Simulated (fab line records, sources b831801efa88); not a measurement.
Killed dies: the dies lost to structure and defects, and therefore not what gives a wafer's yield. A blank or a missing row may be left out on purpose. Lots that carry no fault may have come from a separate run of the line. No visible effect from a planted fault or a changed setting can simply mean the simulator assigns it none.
Which of the tools did it?    flow sky130    18 wafers from 6 lots sampled at 4 of the route's 708 steps

## WHAT THE GAUGES SHOWED, per wafer
SKY_VIA1_THK_MEAS_01.
lot   measured      on             VIA1_HDPCVD_THK (nm)
L952  day 32 12:44  film metro-02  1032 1031 1033
L954  day 33 09:50  film metro-04  1030 1013 1039
L957  day 34 20:28  film metro-04  1021 1013 1011
L965  day 37 00:41  film metro-01  1007 1016 1018
L971  day 39 12:35  film metro-01  1025 1039 1028
L972  day 40 05:35  film metro-02  1038 1055 1024

## WHICH TOOL RAN EACH LOT (tool, then ch and the chambers of the sampled wafers, then the start)
lot   SKY_CONTACT_SPUTTER_23        SKY_CONTACT_CVD_24             SKY_VIA1_HDPCVD_00
L952  pvd sputter-03, day 31 08:08  cvd w-01 ch 0,1, day 31 08:14  hdpcvd-01 ch 0,1,2, day 32 12:39
L954  pvd sputter-03, day 32 04:56  cvd w-01 ch 0,1, day 32 05:00  hdpcvd-02 ch 0,2, day 33 09:43
L957  pvd sputter-04, day 33 15:50  cvd w-01 ch 0,1, day 33 15:53  hdpcvd-01 ch 1,2, day 34 20:20
L965  pvd sputter-03, day 35 20:01  cvd w-02 ch 0,1, day 35 20:04  hdpcvd-01 ch 0,1,2, day 37 00:35
L971  pvd sputter-04, day 38 09:58  cvd w-02 ch 0,1, day 38 10:03  hdpcvd-02 ch 1,2, day 39 12:26
L972  pvd sputter-03, day 39 03:07  cvd w-01 ch 0,1, day 39 03:11  hdpcvd-02 ch 1,2, day 40 05:26
- SKY_CONTACT_SPUTTER_23: material TiN, target thk 20 nm, time 80 s.
- SKY_CONTACT_CVD_24: deposits W, target thk 340 nm, time 102.12 s.
- SKY_VIA1_HDPCVD_00: deposits SiO2, target thk 1030 nm, time 171.7 s.

## THE ANSWER, worked out from the rows above alone
Rule: what is usual is taken from the lots themselves. Put in order of their means at a reading, lots are off if they are a third of the lots or fewer, leave a main group of 4 or more, and stand apart from it by a gap of 3 or more times the standard deviation of the main group's means; of several such gaps the widest counts. Not used: any main group whose means are identical at the precision the tables above print for the reading. A lot without any number at a reading at which 4 lots or more have one is off too. Where the step has rows for the other lots, those lots are counted as sound.
None of the lots is off at any reading shown; this tells nothing.

## WHAT WAS PUT IN BY THE SIMULATOR
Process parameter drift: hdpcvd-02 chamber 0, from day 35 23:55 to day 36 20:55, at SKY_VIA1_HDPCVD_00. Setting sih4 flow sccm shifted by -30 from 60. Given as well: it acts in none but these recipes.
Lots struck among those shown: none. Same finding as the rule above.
